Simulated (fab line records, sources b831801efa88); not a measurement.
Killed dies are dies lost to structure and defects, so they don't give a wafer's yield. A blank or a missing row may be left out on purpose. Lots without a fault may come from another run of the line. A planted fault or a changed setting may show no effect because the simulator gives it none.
fab line records | flow gf180mcu
record lots=14 wafers=42 last_day=34
route steps=602 shown V1@360 V2@384
lots that met no fault: from a run of the same line without faults
start_h: hours from the record's first day to the start of the lot's first wafer shown | wait_h: hours since the lot's step before | " the same as in the row above | L1.1+2: a row that stands for several wafers | - no value, or no start given | * or withheld: withheld | < > ~ a bound
route shown NAME@n: a module of which the file shows steps, and the number in the route of the first | usual: mean/standard deviation of fault-free wafers | same: alike in all rows | chamber/n: place in a boat | sites: the reading at each site | _std_site: their standard deviation | _edge_site: outer sites' mean less inner sites' | radius_mm: how far each site lies from the wafer's centre | mask NAME#n: copy n | behind: the tool/chamber that last shaped the wafer | hold: why the lot was held/for how many hours/how that ended | device: the transistor (n, p or np) that didn't switch | end of line: the same wafers' tests at the end of the route | a step without rows: its recipe alone | killed: dies lost to structure and defects at the first sort, not the wafer's yield | map: a wafer's dies, x killed, . not, _ none there
set.NAME: the setting as run; set.NAME@STEP: as run at that earlier step | model.NAME: the simulator's own value behind a step, which no gauge read
steps of the route over a sample of lots; a table a step, a row a wafer
services: from which hour (start_h, from the record's first day; less than 0 if before it) a tool's chamber was out of use, for how many hours, and why
## steps
# step GF_V1_THK_MEAS_25
# recipe thk_meas_gauge=xrf reads=W_of_V1_CVD_23
# usual V1_W_THK=348/6.1
# columns lot.wafer tool chamber start_h wait_h V1_W_THK[nm]
L900.2 film_metro-01 - 408.91 0.1 347
L900.5 " - " " 344
L900.6 " - " " 342
L903.1 film_metro-01 - 442.11 0.1 345
L903.4 " - " " 347
L903.5 " - " " 347
L904.2 film_metro-04 - 451.78 0.1 357
L904.5 " - " " 360
L904.6 " - " " 354
L905.4 film_metro-04 - 466.53 0.1 359
L905.5 " - " " 348
L905.6 " - " " 356
L907.1 film_metro-01 - 475.13 0.1 345
L907.4 " - " " 344
L907.6 " - " " 348
L908.1 film_metro-01 - 490.17 0.1 345
L908.2 " - " " 343
L908.6 " - " " 337
L909.3 film_metro-01 - 501.77 0.1 348
L909.5 " - " " 345
L909.6 " - " " 349
L910.2 film_metro-01 - 505.12 0.1 355
L910.3 " - " " 352
L910.4 " - " " 347
L912.4 film_metro-04 - 522.00 0.1 343
L912.5 " - " " 353
L912.6 " - " " 354
L913.1 film_metro-04 - 531.19 0.1 353
L913.5 " - " " 357
L913.6 " - " " 354
L915.1 film_metro-02 - 550.34 0.1 346
L915.4 " - " " 342
L915.5 " - " " 344
L920.3 film_metro-04 - 580.33 0.1 348
L920.4 " - " " 350
L920.6 " - " " 347
L921.2 film_metro-01 - 591.09 0.1 353
L921.3 " - " " 354
L921.6 " - " " 357
L923.4 film_metro-01 - 604.94 0.1 337
L923.5 " - " " 340
L923.6 " - " " 340
# step GF_V2_CVD_02
# recipe material=SiO2 target_thk_nm=850 precursor=TEOS temp_c=400 time_s=94.851 rf_w=600
# usual heater_power_w=662/85
# same time_s=94.851
# columns lot.wafer tool chamber start_h wait_h heater_power_w
L900.2 pecvd-02 2 434.39 0.0 623
L900.5 " 1 " " 685
L900.6 " 2 " " 496
L903.1 pecvd-03 0 467.62 0.1 651
L903.4 " 1 " " 693
L903.5 " 2 " " 548
L904.2 pecvd-02 2 477.96 0.0 609
L904.5 " 1 " " 601
L904.6 " 2 " " 482
L905.4 pecvd-03 1 491.77 0.1 683
L905.5 " 0 " " 603
L905.6 " 2 " " 630
L907.1 pecvd-03 1 501.12 0.1 647
L907.4 " 0 " " 599
L907.6 " 1 " " 702
L908.1 pecvd-02 2 515.16 0.1 599
L908.2 " 1 " " 703
L908.6 " 1 " " 726
L909.3 pecvd-03 1 526.38 0.0 653
L909.5 " 2 " " 587
L909.6 " 0 " " 772
L910.2 pecvd-02 2 529.45 0.0 603
L910.3 " 0 " " 606
L910.4 " 0 " " 636
L912.4 pecvd-01 1 545.99 0.1 655
L912.5 " 0 " " 625
L912.6 " 2 " " 777
L913.1 pecvd-01 2 555.13 0.1 793
L913.5 " 1 " " 692
L913.6 " 0 " " 630
L915.1 pecvd-01 1 573.77 0.1 662
L915.4 " 1 " " 716
L915.5 " 2 " " 838
L920.3 pecvd-01 1 602.30 0.1 703
L920.4 " 2 " " 669
L920.6 " 2 " " 754
L921.2 pecvd-02 1 614.74 0.0 737
L921.3 " 2 " " 594
L921.6 " 1 " " 583
L923.4 pecvd-01 0 626.72 0.1 743
L923.5 " 1 " " 686
L923.6 " 2 " " 839
# step GF_V2_DEVELOP_13
# recipe develop_time_s=60 resist=KrF dev_temp_c=21
# usual chill_plate_temp_C=22.98/0.11 develop_time_s=60/0
# columns lot.wafer tool chamber start_h wait_h chill_plate_temp_C develop_time_s
L900.2 litho_track-03 0 459.01 0.2 22.99 60
L900.5 " 0 " " 23.10 60
L900.6 " 0 " " 22.99 60
L903.1 litho_track-02 0 490.93 0.2 22.84 60
L903.4 " 0 " " 23.01 60
L903.5 " 0 " " 22.79 60
L904.2 litho_track-02 0 501.96 0.2 23.04 60
L904.5 " 0 " " 22.87 60
L904.6 " 0 " " 23.08 60
L905.4 litho_track-03 0 515.51 0.1 22.85 60
L905.5 " 0 " " 22.99 60
L905.6 " 0 " " 22.87 60
L907.1 litho_track-04 0 525.48 0.2 23.07 60
L907.4 " 0 " " 22.97 60
L907.6 " 0 " " 22.89 60
L908.1 litho_track-03 0 538.33 0.2 22.90 60
L908.2 " 0 " " 22.98 60
L908.6 " 0 " " 22.95 60
L909.3 litho_track-02 0 549.68 0.1 23.10 60
L909.5 " 0 " " 22.96 60
L909.6 " 0 " " 23.03 60
L910.2 litho_track-02 0 552.51 0.2 23.00 60
L910.3 " 0 " " 23.03 60
L910.4 " 0 " " 23.05 60
L912.4 litho_track-03 0 568.06 0.1 22.94 60
L912.5 " 0 " " 22.89 60
L912.6 " 0 " " 22.92 60
L913.1 litho_track-03 0 577.33 0.2 22.95 60
L913.5 " 0 " " 22.93 60
L913.6 " 0 " " 22.96 60
L915.1 litho_track-02 0 595.48 0.2 23.18 60
L915.4 " 0 " " 23.10 60
L915.5 " 0 " " 22.97 60
L920.3 litho_track-04 - 623.18 0.1 - -
L920.4 " - " " - -
L920.6 " - " " - -
L921.2 litho_track-04 - 635.66 0.2 - -
L921.3 " - " " - -
L921.6 " - " " - -
L923.4 litho_track-04 0 646.51 0.1 22.80 60
L923.5 " 0 " " 22.99 60
L923.6 " 0 " " 22.93 60
# step GF_V2_CVD_23
# recipe material=W target_thk_nm=350 time_s=104.94 temp_c=400 pressure_torr=40
# usual chamber_pressure_Torr=40.01/0.091 heater_power_w=848/30
# same time_s=104.94
# columns lot.wafer tool chamber start_h wait_h chamber_pressure_Torr heater_power_w
L900.2 cvd_w-01 0 460.05 0.0 39.99 843
L900.5 " 0 " " 40.02 857
L900.6 " 1 " " 40.00 860
L903.1 cvd_w-02 1 492.00 0.0 40.01 821
L903.4 " 0 " " 39.94 889
L903.5 " 1 " " 40.12 796
L904.2 cvd_w-01 1 503.03 0.0 40.03 844
L904.5 " 0 " " 40.00 858
L904.6 " 1 " " 40.00 838
L905.4 cvd_w-01 1 516.57 0.1 39.91 839
L905.5 " 0 " " 40.05 846
L905.6 " 1 " " 39.91 860
L907.1 cvd_w-02 0 526.57 0.0 39.99 900
L907.4 " 1 " " 39.98 788
L907.6 " 0 " " 40.02 878
L908.1 cvd_w-02 1 539.40 0.0 39.85 799
L908.2 " 0 " " 39.98 886
L908.6 " 0 " " 39.88 902
L909.3 cvd_w-01 0 550.74 0.1 40.00 847
L909.5 " 0 " " 40.26 833
L909.6 " 1 " " 40.15 838
L910.2 cvd_w-02 1 553.55 0.0 39.98 807
L910.3 " 1 " " 40.09 812
L910.4 " 0 " " 39.98 910
L912.4 cvd_w-01 0 569.09 0.1 40.01 845
L912.5 " 1 " " 39.99 843
L912.6 " 0 " " 40.25 848
L913.1 cvd_w-01 1 578.44 0.0 39.81 859
L913.5 " 1 " " 39.84 853
L913.6 " 0 " " 40.12 837
L915.1 cvd_w-01 1 596.55 0.0 40.06 839
L915.4 " 0 " " 40.08 852
L915.5 " 1 " " 40.23 860
L920.3 cvd_w-02 1 624.24 0.1 40.02 803
L920.4 " 0 " " 40.02 888
L920.6 " 0 " " 39.94 915
L921.2 cvd_w-01 1 636.73 0.0 40.12 859
L921.3 " 0 " " 40.04 840
L921.6 " 1 " " 40.01 839
L923.4 cvd_w-02 0 647.67 0.1 40.03 899
L923.5 " 0 " " 40.07 919
L923.6 " 1 " " 40.12 813
## services
# columns tool chamber start_h hours kind
pecvd-02 2 417.46 5.9 repair
cvd_w-01 0 421.76 7.9 repair
cvd_w-02 - 464.45 2.8 pm
cvd_w-01 - 472.55 12.0 repair
pecvd-01 - 537.42 2.8 pm
pecvd-02 - 567.50 0.5 repair
cvd_w-02 - 578.24 6.0 pm
pecvd-03 - 591.12 14.0 pm
pecvd-03 0 591.12 14.0 vent_cycle
pecvd-03 1 591.12 14.0 vent_cycle
pecvd-03 2 591.12 14.0 vent_cycle
pecvd-01 0 601.66 13.7 repair
pecvd-03 0 605.12 - clean
pecvd-03 1 605.12 - clean
pecvd-03 2 605.12 - clean
cvd_w-01 0 608.23 1.6 repair
pecvd-01 - 611.50 1.8 repair
pecvd-02 - 628.82 14.6 pm
cvd_w-02 - 636.48 0.7 repair
pecvd-03 1 642.02 6.7 repair
## key
first_sign step=GF_V2_DEVELOP_13 reading=tool_record direction=missing
effect none on later readings
met_at GF_V2_DEVELOP_13
struck_lots L920,L921
later_rows_left_out L920.3,L920.4,L920.6,L921.2,L921.3,L921.6
sort_left_out L920.3,L920.4,L920.6,L921.2,L921.3,L921.6
not_acting_at GF_V1_THK_MEAS_25,GF_V2_CVD_02,GF_V2_CVD_23
onset_between 525.48 623.18
fault kind=skipped_step_whole tool=litho_track-04 chamber=- onset_h=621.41 steps=GF_V2_DEVELOP_13 scope=struck_lots_only
# sort_left_out: the simulated sort isn't trusted on such a fault, so these wafers' sort isn't shown, and their yield isn't known
# later_rows_left_out: the simulator's readings of these wafers behind a module that went badly wrong aren't trusted and aren't shown, but for the sort
